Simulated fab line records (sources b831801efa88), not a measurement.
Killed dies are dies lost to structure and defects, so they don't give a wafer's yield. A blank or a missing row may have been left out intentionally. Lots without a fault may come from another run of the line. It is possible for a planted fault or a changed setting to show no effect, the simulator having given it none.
2 desks looking at one fault :: flow sky130 :: what lay behind the numbers comes last; until then each desk has only its own

## AT THE METROLOGY DESK
What the gauges read, lot by lot, whatever tool the lot ran on: means of the sampled wafers that have a number. Any lot whose mean is over 4 standard deviations away from the usual mean is out of limits and marked OUT; that distance is given in the brackets.
Columns: A = cd nm at SKY_VT_ADJUST_HVTR_CD_MEAS_07, usual 380 nm; B = VT_ADJUST_PCH_OVL at SKY_VT_ADJUST_PCH_OVL_MEAS_07, usual -0.4 nm
lot: L974
first seen here: day 10 07:17
A: 383
B: 0.5

lot: L977
first seen here: day 10 07:52
A: 384
B: 0.5

lot: L979
first seen here: day 10 23:58
A: 376
B: 0.7

lot: L983
first seen here: day 12 16:23
A: 377
B: 0.6

lot: L985
first seen here: day 12 20:13
A: 379
B: -0.6

lot: L986
first seen here: day 13 05:22
A: 376
B: -2.3

lot: L988
first seen here: day 14 08:53
A: 382
B: -1.7

lot: L989
first seen here: day 15 00:35
A: 385
B: -2.7

lot: L992
first seen here: day 15 10:16
A: 376
B: 0.2

lot: L991
first seen here: day 15 11:59
A: 377
B: 0.5

lot: L993
first seen here: day 15 16:28
A: 377
B: -2.7

lot: L996
first seen here: day 16 13:56
A: 379
B: 1.9

lot: L997
first seen here: day 16 22:55
A: 387
B: -0.7
Finding of this desk: none of the 13 lots has anything out of limits.

## AT THE TOOL OWNER'S DESK: furnace-01
The tool's own readings at SKY_GATE_OXIDE_OXIDATION_16 (stabilise 600 s, purge 300 s, target thk 3.57 nm): means of the sampled wafers that have a number, for each lot that ran on this tool. Any lot whose mean is over 4 standard deviations away from the usual mean is out of limits and marked OUT; that distance is given in the brackets.
Columns: A = spike tc centre C at SKY_GATE_OXIDE_OXIDATION_16, usual 801.3 C; B = spike tc lower C at SKY_GATE_OXIDE_OXIDATION_16, usual 800.8 C; C = spike tc upper C at SKY_GATE_OXIDE_OXIDATION_16, usual 800.2 C; D = tube center temp C at SKY_GATE_OXIDE_OXIDATION_16, usual 799.98 C; E = tube_center_temp_C_max at SKY_GATE_OXIDE_OXIDATION_16, usual 802.0
lot: L974
first seen here: day 14 21:32
A: 800.1
B: 801.3
C: 800.9
D: 799.96
E: 801.9

lot: L977
first seen here: day 14 21:32
A: 798.9
B: 800.9
C: 800.5
D: 800.01
E: 802.0

lot: L979
first seen here: day 15 15:58
A: 798.3
B: 801.3
C: 800.8
D: 799.93
E: 802.1

lot: L985
first seen here: day 17 17:17
A: 799.3
B: 800.8
C: 800.0
D: 799.99
E: 801.7

lot: L989
first seen here: day 20 09:40
A: 788.8 (-6.6) OUT
B: 791.0 (-10) OUT
C: 789.2 (-9.2) OUT
D: 789.66 (-99 or more) OUT
E: 791.6 (-30) OUT

lot: L993
first seen here: day 21 02:29
A: 789.3 (-6.3) OUT
B: 791.4 (-9.7) OUT
C: 789.1 (-9.2) OUT
D: 789.60 (-99 or more) OUT
E: 792.0 (-29) OUT
This desk's verdict: out of limits on L989, L993, starting with L989 at day 20 09:40 (spike tc centre C at SKY_GATE_OXIDE_OXIDATION_16). L974, L977, L979, L985: within limits.

## BROUGHT TOGETHER
At day 20 09:40, on L989, L993, the tool owner's desk was in a position to raise an alarm.
From the metrology desk's view, nothing was out of limits.
The metrology desk has L989, L993 on record, within its limits.
Every lot named ran SKY_GATE_OXIDE_OXIDATION_16 on furnace-01.

## WHAT THE SIMULATOR HAD PUT IN
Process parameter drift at SKY_GATE_OXIDE_OXIDATION_16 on furnace-01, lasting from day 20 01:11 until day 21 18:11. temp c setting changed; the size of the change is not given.
Struck lots among those shown: L989, L993.
Time in hours from fault onset to the first out-of-limits reading at each desk: the tool owner's desk, 8.
